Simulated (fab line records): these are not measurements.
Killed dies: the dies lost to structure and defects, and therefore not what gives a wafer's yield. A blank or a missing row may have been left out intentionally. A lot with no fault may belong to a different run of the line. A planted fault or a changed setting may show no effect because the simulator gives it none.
Which tool did it? | flow sky130 | 24 lots, 72 wafers sampled, at 5 steps of a route of 708

WHAT THE GAUGES READ, wafer by wafer
SKY_VIA1_THK_MEAS_23: measures by xrf. Usual: VIA1_W_THK 274 nm, standard deviation 4.3.
lot  | measured     | on           | VIA1_W_THK (nm) | flag
L074 | day 33 19:29 | filmMetro-04 | 278 277 278     | 
L075 | day 34 09:55 | filmMetro-01 | 269 267 266     | 
L076 | day 35 04:13 | filmMetro-01 | 270 270 272     | 
L077 | day 35 13:52 | filmMetro-03 | 277 274 270     | 
L079 | day 35 17:18 | filmMetro-01 | 276 271 274     | 
L078 | day 36 00:35 | filmMetro-04 | 271 272 273     | 
L080 | day 36 05:23 | filmMetro-04 | 275 275 276     | 
L081 | day 36 18:17 | filmMetro-04 | 282 277 277     | 
L082 | day 36 19:04 | filmMetro-04 | 273 274 273     | 
L083 | day 36 20:35 | filmMetro-03 | 277 279 276     | 
L084 | day 37 07:01 | filmMetro-04 | 281 277 275     | 
L085 | day 37 17:06 | filmMetro-04 | 277 274 277     | 
L086 | day 37 23:31 | filmMetro-04 | 278 275 286     | 
L087 | day 38 08:47 | filmMetro-03 | 269 273 269     | 
L089 | day 38 17:49 | filmMetro-03 | 268 268 275     | 
L088 | day 38 19:33 | filmMetro-03 | 271 276 278     | 
L090 | day 39 05:59 | filmMetro-03 | 265 266 272     | 
L091 | day 39 12:34 | filmMetro-04 | 272 273 273     | 
L092 | day 39 15:38 | filmMetro-01 | 267 269 270     | 
L093 | day 39 23:24 | filmMetro-04 | 274 268 267     | 
L094 | day 40 09:16 | filmMetro-01 | 272 273 275     | 
L095 | day 40 09:28 | filmMetro-01 | 270 276 270     | 
L096 | day 40 16:16 | filmMetro-04 | 275 272 267     | 
L097 | day 41 01:46 | filmMetro-03 | 276 279 274     | 

SKY_VIA2_RS_MEAS_22: the measuring method here is four-point-probe. Usual: VIA2_W_RS 0.2746 ohm/sq, standard deviation 0.0022.
lot  | measured     | on           | VIA2_W_RS (ohm/sq)   | flag
L074 | day 36 02:47 | filmMetro-04 | 0.2754 0.2710 0.2722 | 
L075 | day 36 17:05 | filmMetro-04 | 0.2751 0.2734 0.2740 | 
L076 | day 37 11:32 | filmMetro-02 | 0.2748 0.2751 0.2734 | 
L077 | day 37 19:58 | filmMetro-03 | 0.2736 0.2755 0.2763 | 
L079 | day 38 00:31 | filmMetro-02 | 0.2769 0.2761 0.2792 | 
L078 | day 38 07:36 | filmMetro-04 | 0.2731 0.2734 0.2725 | 
L080 | day 38 11:33 | filmMetro-03 | 0.2723 0.2773 0.2738 | 
L081 | day 39 00:31 | filmMetro-04 | 0.2781 0.2760 0.2758 | 
L082 | day 39 00:49 | filmMetro-04 | 0.2768 0.2715 0.2743 | 
L083 | day 39 02:17 | filmMetro-02 | 0.2765 0.2738 0.2751 | 
L084 | day 39 12:50 | filmMetro-03 | 0.2722 0.2728 0.2741 | 
L085 | day 39 22:59 | filmMetro-04 | 0.2735 0.2740 0.2756 | 
L086 | day 40 04:31 | filmMetro-03 | 0.2780 0.2752 0.2770 | 
L087 | day 40 13:07 | filmMetro-02 | 0.2739 0.2743 0.2765 | 
L089 | day 40 21:04 | filmMetro-02 | 0.2766 0.2761 0.2770 | 
L088 | day 41 00:04 | filmMetro-02 | 0.2753 0.2756 0.2739 | 
L090 | day 41 09:19 | filmMetro-04 | 0.2720 0.2747 0.2740 | 
L091 | day 41 16:17 | filmMetro-04 | 0.2748 0.2771 0.2760 | 
L092 | day 41 19:08 | filmMetro-02 | 0.2719 0.2734 0.2728 | 
L093 | day 42 02:22 | filmMetro-03 | 0.2788 0.2757 0.2718 | 
L094 | day 42 12:24 | filmMetro-04 | 0.2744 0.2786 0.2764 | 
L095 | day 42 12:43 | filmMetro-04 | 0.2775 0.2749 0.2767 | 
L096 | day 42 18:14 | filmMetro-02 | 0.2713 0.2751 0.2724 | 
L097 | day 43 04:18 | filmMetro-04 | 0.2738 0.2775 0.2739 | 

SKY_VIA2_THK_MEAS_23: measures by xrf. Usual: VIA2_W_THK 430 nm, standard deviation 6.1.
lot  | measured     | on           | VIA2_W_THK (nm) | flag
L074 | day 36 02:53 | filmMetro-04 | 430 437 434     | 
L075 | day 36 17:11 | filmMetro-04 | 429 433 433     | 
L076 | day 37 11:39 | filmMetro-02 | 441 439 440     | 
L077 | day 37 20:05 | filmMetro-03 | 427 424 422     | 
L079 | day 38 00:36 | filmMetro-02 | 427 429 426     | 
L078 | day 38 07:43 | filmMetro-04 | 437 440 434     | 
L080 | day 38 11:40 | filmMetro-03 | 427 417 426     | 
L081 | day 39 00:37 | filmMetro-04 | 421 428 427     | 
L082 | day 39 00:55 | filmMetro-04 | 426 434 428     | 
L083 | day 39 02:23 | filmMetro-02 | 423 434 431     | 
L084 | day 39 12:57 | filmMetro-03 | 421 421 419     | 
L085 | day 39 23:05 | filmMetro-04 | 432 435 428     | 
L086 | day 40 04:37 | filmMetro-03 | 416 419 416     | 
L087 | day 40 13:14 | filmMetro-02 | 435 434 433     | 
L089 | day 40 21:10 | filmMetro-02 | 431 435 430     | 
L088 | day 41 00:11 | filmMetro-02 | 428 431 431     | 
L090 | day 41 09:26 | filmMetro-04 | 436 430 434     | 
L091 | day 41 16:24 | filmMetro-04 | 425 426 426     | 
L092 | day 41 19:15 | filmMetro-02 | 437 432 432     | 
L093 | day 42 02:29 | filmMetro-03 | 422 425 434     | 
L094 | day 42 12:31 | filmMetro-04 | 432 428 433     | 
L095 | day 42 12:50 | filmMetro-04 | 427 433 428     | 
L096 | day 42 18:21 | filmMetro-02 | 434 428 432     | 
L097 | day 43 04:25 | filmMetro-04 | 432 426 434     | 

EACH LOT AND THE TOOL THAT RAN IT (in order: tool; ch and the chambers of the sampled wafers; start)
lot  | SKY_VIA1_CMP_24               | SKY_METAL2_SPUTTER_04
L074 | cmp-02 ch 1,2,3, day 33 19:39 | pvdSputter-04, day 33 20:02
L075 | cmp-01 ch 0,2,3, day 34 09:57 | pvdSputter-02, day 34 10:20
L076 | cmp-02 ch 0,2,3, day 35 04:16 | pvdSputter-04, day 35 04:40
L077 | cmp-02 ch 0,3, day 35 13:55   | pvdSputter-04, day 35 14:19
L079 | cmp-02 ch 1,2,3, day 35 17:29 | pvdSputter-03, day 35 17:43
L078 | cmp-01 ch 0,1,3, day 36 00:41 | pvdSputter-04, day 36 01:01
L080 | cmp-01 ch 0,2,3, day 36 05:32 | pvdSputter-02, day 36 05:49
L081 | cmp-01 ch 0,1,2, day 36 18:20 | pvdSputter-03, day 36 18:43
L082 | cmp-02 ch 1,2, day 36 19:10   | pvdSputter-02, day 36 19:30
L083 | cmp-01 ch 2,3, day 36 20:40   | pvdSputter-02, day 36 21:01
L084 | cmp-02 ch 0,2,3, day 37 07:08 | pvdSputter-02, day 37 07:28
L085 | cmp-02 ch 0,2, day 37 17:09   | pvdSputter-03, day 37 17:32
L086 | cmp-02 ch 0,1,3, day 37 23:42 | pvdSputter-03, day 37 23:56
L087 | cmp-02 ch 0,1,2, day 38 08:50 | pvdSputter-02, day 38 09:14
L089 | cmp-02 ch 1,2, day 38 17:51   | pvdSputter-04, day 38 18:14
L088 | cmp-01 ch 1,2, day 38 19:40   | pvdSputter-04, day 38 20:00
L090 | cmp-02 ch 0,2,3, day 39 06:08 | pvdSputter-02, day 39 06:26
L091 | cmp-02 ch 1,3, day 39 12:41   | pvdSputter-04, day 39 13:01
L092 | cmp-02 ch 1,2, day 39 15:42   | pvdSputter-03, day 39 16:07
L093 | cmp-02 ch 0,2, day 39 23:30   | pvdSputter-04, day 39 23:50
L094 | cmp-02 ch 2,3, day 40 09:19   | pvdSputter-03, day 40 09:43
L095 | cmp-02 ch 0,1,2, day 40 09:46 | pvdSputter-02, day 40 10:01
L096 | cmp-01 ch 1,3, day 40 16:22   | pvdSputter-02, day 40 16:43
L097 | cmp-01 ch 0,1,3, day 41 01:59 | pvdSputter-04, day 41 02:13
- SKY_VIA1_CMP_24: polishes, stops on SiO2, t overpolish 15 s, target thk 0 nm.
- SKY_METAL2_SPUTTER_04: material TiN, target thk 70 nm, time 58.3 s.

AS READ BY THE TOOLS THEMSELVES (means over the sampled wafers that have a number; for cases with no such wafer, the mark the record gives instead)
SKY_VIA1_CMP_24. Usual: motorCurrentA 10.8 A, standard deviation 0.88; overpolishRunS 15.002 s, standard deviation 0.0088; platenRpm 60.00 rpm, standard deviation 0.039; retainingRingPressureFrac 1.000, standard deviation 0.0047; timeToEndpointS 62.5 s, standard deviation 3.
lot  | tool   | motorCurrentA (A) | overpolishRunS (s) | platenRpm (rpm) | retainingRingPressureFrac | timeToEndpointS (s) | flag
L074 | cmp-02 | 11.3              | 15.006             | 60.00           | 0.999                     | 60.4                | 
L075 | cmp-01 | 10.6              | 15.001             | 60.01           | 0.998                     | 65.5                | 
L076 | cmp-02 | 10.8              | 14.993             | 60.01           | 0.998                     | 63.0                | 
L077 | cmp-02 | 11.1              | 14.995             | 59.98           | 0.996                     | 60.8                | 
L079 | cmp-02 | 11.1              | 15.005             | 60.01           | 1.000                     | 61.4                | 
L078 | cmp-01 | 9.7               | 14.999             | 60.05           | 0.995                     | 62.2                | 
L080 | cmp-01 | 10.5              | 14.995             | 59.99           | 0.996                     | 60.4                | 
L081 | cmp-01 | 10.1              | 15.005             | 60.00           | 0.999                     | 66.9                | 
L082 | cmp-02 | 11.5              | 14.998             | 59.99           | 0.998                     | 57.7                | 
L083 | cmp-01 | 11.6              | 15.005             | 60.00           | 0.995                     | 67.1                | 
L084 | cmp-02 | 11.3              | 15.000             | 59.99           | 0.999                     | 57.9                | 
L085 | cmp-02 | 11.6              | 15.001             | 60.00           | 1.005                     | 62.5                | 
L086 | cmp-02 | 10.9              | 15.006             | 60.01           | 1.001                     | 62.2                | 
L087 | cmp-02 | 11.0              | 15.005             | 60.00           | 1.001                     | 60.5                | 
L089 | cmp-02 | 10.8              | 14.998             | 59.99           | 1.000                     | 61.7                | 
L088 | cmp-01 | 10.0              | 15.003             | 59.95           | 0.999                     | 66.6                | 
L090 | cmp-02 | 10.7              | 15.003             | 60.01           | 1.002                     | 61.3                | 
L091 | cmp-02 | 10.8              | 15.006             | 59.97           | 1.004                     | 60.3                | 
L092 | cmp-02 | 11.0              | 15.008             | 60.01           | 0.995                     | 63.1                | 
L093 | cmp-02 | 11.1              | 14.998             | 60.01           | 1.006                     | 61.5                | 
L094 | cmp-02 | 11.2              | 14.990             | 60.01           | 1.007                     | 62.0                | 
L095 | cmp-02 | 10.9              | 15.004             | 60.01           | 1.000                     | 63.1                | 
L096 | cmp-01 | 10.4              | 15.010             | 60.02           | 1.004                     | 64.8                | 
L097 | cmp-01 | 9.9               | 15.004             | 60.03           | 1.000                     | 66.4                | 

SKY_METAL2_SPUTTER_04. Usual: throttleValvePct 30.3 %, standard deviation 0.97.
lot  | tool          | throttleValvePct (%) | flag
L074 | pvdSputter-04 | 31.1                 | 
L075 | pvdSputter-02 | 30.5                 | 
L076 | pvdSputter-04 | 30.7                 | 
L077 | pvdSputter-04 | 30.5                 | 
L079 | pvdSputter-03 | 29.0                 | 
L078 | pvdSputter-04 | 30.5                 | 
L080 | pvdSputter-02 | 30.7                 | 
L081 | pvdSputter-03 | 29.8                 | 
L082 | pvdSputter-02 | 30.2                 | 
L083 | pvdSputter-02 | 30.2                 | 
L084 | pvdSputter-02 | 30.7                 | 
L085 | pvdSputter-03 | 29.4                 | 
L086 | pvdSputter-03 | 29.8                 | 
L087 | pvdSputter-02 | 30.3                 | 
L089 | pvdSputter-04 | 30.9                 | 
L088 | pvdSputter-04 | 30.2                 | 
L090 | pvdSputter-02 | 30.8                 | 
L091 | pvdSputter-04 | 30.2                 | 
L092 | pvdSputter-03 | 29.7                 | 
L093 | pvdSputter-04 | 30.7                 | 
L094 | pvdSputter-03 | 29.3                 | 
L095 | pvdSputter-02 | 30.8                 | 
L096 | pvdSputter-02 | 30.1                 | 
L097 | pvdSputter-04 | 30.7                 | 

THE ANSWER, worked out from the rows above alone
Rule: lot off if the mean of its wafers having a number is beyond 3 standard deviations from the usual mean. A lot without any number at a reading at which 4 lots or more have one is off too. All remaining lots with rows at the step are treated as sound. Order of review: gauges by route order, followed by the tools' own readings, for which a lot's mean as printed above is used. The first step at which some lot is off is used, and at that step the reading that is off furthest; a lot without a number counts as furthest.
Nothing can be told from this: no lot is off at any reading shown.

WHAT WAS PUT IN BY THE SIMULATOR
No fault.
